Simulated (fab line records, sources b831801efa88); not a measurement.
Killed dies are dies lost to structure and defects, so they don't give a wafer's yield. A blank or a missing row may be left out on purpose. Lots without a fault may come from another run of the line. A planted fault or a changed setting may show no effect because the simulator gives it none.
Tool commonality check | flow gf180mcu | 12 lots, 36 wafers sampled

WHY IT WAS OPENED
At GF_V5_THK_MEAS_01 the reading V5_CVD_00_THK is flagged on 2 of 12 lots. Wafers without a fault read 302 nm, standard deviation 3.
Rule: a lot is flagged when every wafer of it that has a number lies more than 4 standard deviations from that mean, or none has a number. The other lots count as sound.

lot  | measured     | on            | V5_CVD_00_THK (nm), wafer by wafer | flag
L117 | day 26 16:15 | film_metro-03 | 302 299 299                        |
L119 | day 27 14:46 | film_metro-04 | 300 297 301                        |
L118 | day 27 19:38 | film_metro-04 | 305 299 302                        |
L120 | day 28 08:44 | film_metro-03 | 301 297 300                        |
L121 | day 28 19:34 | film_metro-02 | 304 303 302                        |
L123 | day 29 04:39 | film_metro-04 | 302 296 298                        |
L124 | day 29 18:07 | film_metro-03 | 307 308 308                        |
L126 | day 29 23:11 | film_metro-03 | 302 300 303                        |
L134 | day 31 22:13 | film_metro-02 | 259 255 255                        | FLAGGED
L135 | day 32 04:37 | film_metro-03 | 262 259 260                        | FLAGGED
L137 | day 32 14:26 | film_metro-03 | 306 303 304                        |
L138 | day 32 18:23 | film_metro-02 | 300 301 304                        |
The numbers of the flagged lots are 258 nm on average: -44 nm against the usual, or -15 standard deviations.

WHICH TOOL RAN EACH LOT
The record holds 3 process steps before the reading, out of a route of 602 steps. In each cell: the tool, then ch and the chambers that the sampled wafers went through, then the start.
lot  | flag    | GF_MIM_METAL_ETCH_19              | GF_M5_ETCH_09                      | GF_V5_CVD_00
L117 |         | rie_metal-03 ch 0, day 25 17:49   | rie_diel-02 ch 0,1,3, day 26 15:31 | hdpcvd-02 ch 0,1,2, day 26 16:11
L119 |         | rie_metal-02 ch 0,1, day 26 17:51 | rie_diel-02 ch 1,2,3, day 27 14:04 | hdpcvd-02 ch 0,1,2, day 27 14:43
L118 |         | rie_metal-01 ch 0,1, day 26 22:43 | rie_diel-03 ch 2,3, day 27 18:51   | hdpcvd-01 ch 0,1,2, day 27 19:35
L120 |         | rie_metal-02 ch 0,1, day 27 11:18 | rie_diel-02 ch 0,1,3, day 28 08:01 | hdpcvd-01 ch 0,1, day 28 08:40
L121 |         | rie_metal-02 ch 0,1, day 27 22:55 | rie_diel-02 ch 0,1,2, day 28 18:52 | hdpcvd-01 ch 0,1, day 28 19:31
L123 |         | rie_metal-01 ch 0,1, day 28 08:09 | rie_diel-02 ch 0,2,3, day 29 03:55 | hdpcvd-01 ch 0,1,2, day 29 04:36
L124 |         | rie_metal-03 ch 1, day 28 21:52   | rie_diel-01 ch 0,1, day 29 17:03   | hdpcvd-02 ch 1,2, day 29 18:04
L126 |         | rie_metal-02 ch 0,1, day 29 03:41 | rie_diel-01 ch 0,1,3, day 29 22:28 | hdpcvd-01 ch 0,1, day 29 23:07
L134 | FLAGGED | rie_metal-02 ch 1, day 31 03:04   | rie_diel-03 ch 0,2,3, day 31 21:28 | hdpcvd-01 ch 0,1,2, day 31 22:10
L135 | FLAGGED | rie_metal-02 ch 1, day 31 09:51   | rie_diel-01 ch 0,1,2, day 32 03:54 | hdpcvd-01 ch 0,1,2, day 32 04:34
L137 |         | rie_metal-02 ch 0,1, day 31 20:24 | rie_diel-03 ch 0,2, day 32 13:42   | hdpcvd-02 ch 0,1, day 32 14:22
L138 |         | rie_metal-03 ch 0,1, day 32 00:31 | rie_diel-02 ch 0,2, day 32 17:39   | hdpcvd-02 ch 0,1, day 32 18:20
What these steps do:
- GF_MIM_METAL_ETCH_19: etches the open film in Cl2/BCl3, stops on Si3N4, target depth 324.5 nm, time 54.1 s.
- GF_M5_ETCH_09: etches Si3N4 in CF4/O2, target depth 52 nm, time 11.6 s.
- GF_V5_CVD_00: deposits SiO2, target thk 300 nm, time 50 s.
- GF_V5_THK_MEAS_01

FLAGGED OVER TOTAL, TOOL BY TOOL (the gauges that took the reading come last)
step                 | tool          | lots run | flagged | share of the flagged lots | sound lots run after its first flagged lot
GF_MIM_METAL_ETCH_19 | rie_metal-01  | 2        | 0       | none                      | -
GF_MIM_METAL_ETCH_19 | rie_metal-02  | 7        | 2       | all                       | 1 (L137)
GF_MIM_METAL_ETCH_19 | rie_metal-03  | 3        | 0       | none                      | -
GF_M5_ETCH_09        | rie_diel-01   | 3        | 1       | some                      | 0
GF_M5_ETCH_09        | rie_diel-02   | 6        | 0       | none                      | -
GF_M5_ETCH_09        | rie_diel-03   | 3        | 1       | some                      | 1 (L137)
GF_V5_CVD_00         | hdpcvd-01     | 7        | 2       | all                       | 0
GF_V5_CVD_00         | hdpcvd-02     | 5        | 0       | none                      | -
GF_V5_THK_MEAS_01    | film_metro-02 | 3        | 1       | some                      | 1 (L138)
GF_V5_THK_MEAS_01    | film_metro-03 | 6        | 1       | some                      | 1 (L137)
GF_V5_THK_MEAS_01    | film_metro-04 | 3        | 0       | none                      | -

WHAT THE TABLE ALLOWS
2 rows of the table ran every flagged lot: rie_metal-02 at GF_MIM_METAL_ETCH_19, hdpcvd-01 at GF_V5_CVD_00.
- rie_metal-02 at GF_MIM_METAL_ETCH_19: 2 of its 7 lots flagged. Sound lots ran on it after the first flagged one (L137), which a lasting fault on the whole tool wouldn't allow.
- hdpcvd-01 at GF_V5_CVD_00: 2 of its 7 lots flagged. Its last sound lot is L126 (day 29 23:07), its first flagged lot L134 (day 31 22:10): a fault that began between those two fits. Its own readings lie more than 4 standard deviations out on every wafer of the flagged lots: sih4_flow_sccm.
One tool is left: hdpcvd-01 at GF_V5_CVD_00.

WHAT THE SIMULATOR HAD PUT IN
Process parameter drift: hdpcvd-01, from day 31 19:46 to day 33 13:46, at GF_V5_CVD_00. Setting sih4_flow_sccm, moved by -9, from 60. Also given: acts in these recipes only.
Lots struck among those shown: L134, L135. The rule above found the same.
